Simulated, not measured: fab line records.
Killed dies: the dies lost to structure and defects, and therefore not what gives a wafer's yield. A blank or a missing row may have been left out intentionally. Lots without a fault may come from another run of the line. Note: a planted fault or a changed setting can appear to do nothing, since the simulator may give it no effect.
Code-filled problem report in 8D (eight disciplines) form    flow sky130    the parts of the form that need people (team, actions taken, sign-off) are left out

== 1. PROBLEM STATEMENT ==
VT_ADJUST_LVTN_TW at SKY_VT_ADJUST_LVTN_TW_MEAS_10 reads a mean of 30 on 3 wafers of 1 lot; wafers without a fault read 243 with a standard deviation of 3.3. Relative to the usual mean, that is a shift of -65 standard deviations.
Earliest sighting: wafer L620.3 on film_metro-02 at day 11 07:16. The record holds 39 wafers of 13 lots with a number at this step. The rule behind "out" and "out of limits": a value lying over 4 standard deviations away from the usual mean. The other wafers with a number count as sound.

== 2. WHAT THIS IS AND IS NOT ==
question                     is                      is not
which readings at this step  VT_ADJUST_LVTN_TW       -
which lots                   L620                    L604, L605, L606, L607, L610, L611, L612, L614, L619, L621, L625, L627
which wafers of those lots   all that have a number  -
read on which gauges         film_metro-02           film_metro-03, film_metro-04
when                         from day 11 07:16       up to then (27 sound wafers); but 9 sound wafers of L621, L625, L627 came after

== 3. THE SUSPECTS, EACH WITH WHAT RULES IT OUT ==
Counting: any tool at a process step up to the reading is kept as a suspect provided that every lot that is out went through it and no sound lot did after the first of them.
- the gauge at SKY_VT_ADJUST_LVTN_TW_MEAS_10: ruled out. All the wafers that are out were read on film_metro-02, but those of them that SKY_VT_ADJUST_HVTP_STRIP_10 has rows for are out there too, on other tools.
- plasma_asher-01 at SKY_VT_ADJUST_HVTP_STRIP_10 (strips in O2/N2): kept. It ran the lot that is out, L620 (day 10 08:58), and no sound lot after that; its last sound lot up to then is L612 (day 8 03:49). Out on those wafers are its own readings of oes_product_au.
- plasma_asher-02 at SKY_VT_ADJUST_LVTN_STRIP_09 (strips in O2/N2): ruled out as a lasting fault. After its first lot that is out, L620 (day 11 07:10), sound lots L621 ran on it.
The count leaves plasma_asher-01 at SKY_VT_ADJUST_HVTP_STRIP_10.

== 4. THE CAUSE (what the simulator had put in) ==
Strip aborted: plasma_asher-01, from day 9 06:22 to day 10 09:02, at SKY_VT_ADJUST_HVTP_STRIP_10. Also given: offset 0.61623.
Counting left only this tool.

== 5. THE EFFECT CHAIN, in route order ==
Each row: a reading where the mean over the struck wafers with a number is more than 3 standard deviations away from the usual. Readings are gone through only where the record gives a usual standard deviation; hours: the median, over the lots, of the time from a lot's start at the first step in this table giving one to that lot's start at this step; sigmas: the change measured in usual standard deviations.
hours  step                           reading                   usual       on struck wafers  change  sigmas
0      SKY_VT_ADJUST_HVTP_STRIP_10    oes_product_au            0.715 a.u.  0.933             +0.218  +45
22     SKY_VT_ADJUST_LVTN_STRIP_09    strip_time_to_endpoint_s  36.90 s     42.65             +5.75   +67
22     SKY_VT_ADJUST_LVTN_TW_MEAS_10  VT_ADJUST_LVTN_TW         243         30                -213    -65
Its process steps:
- SKY_VT_ADJUST_HVTP_STRIP_10: strips in O2/N2.
- SKY_VT_ADJUST_LVTN_STRIP_09: strips in O2/N2.
Readings that are blank on the struck wafers while sound wafers have them: strip_time_to_endpoint_s at SKY_VT_ADJUST_HVTP_STRIP_10.
Later measuring or inspecting steps at which every struck wafer that the step has a row for has a number for every such reading, and none has moved that far: SKY_LI_CONTACT_OVL_MEAS_13.

== 6. WHAT WOULD HAVE CAUGHT IT SOONER ==
The first out-of-limits reading at a measuring or inspecting step in this record came at day 11 07:16, 49 hours after the fault's start at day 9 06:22.
Tool's own readings at SKY_VT_ADJUST_HVTP_STRIP_10, oes_product_au: out on all struck wafers the step has rows for; an alarm limit on them would have tripped on the first.
All the lots that are out (1) had begun SKY_VT_ADJUST_HVTP_STRIP_10 on plasma_asher-01 by day 11 07:16. Tool hold at that time: it would have spared none of them.
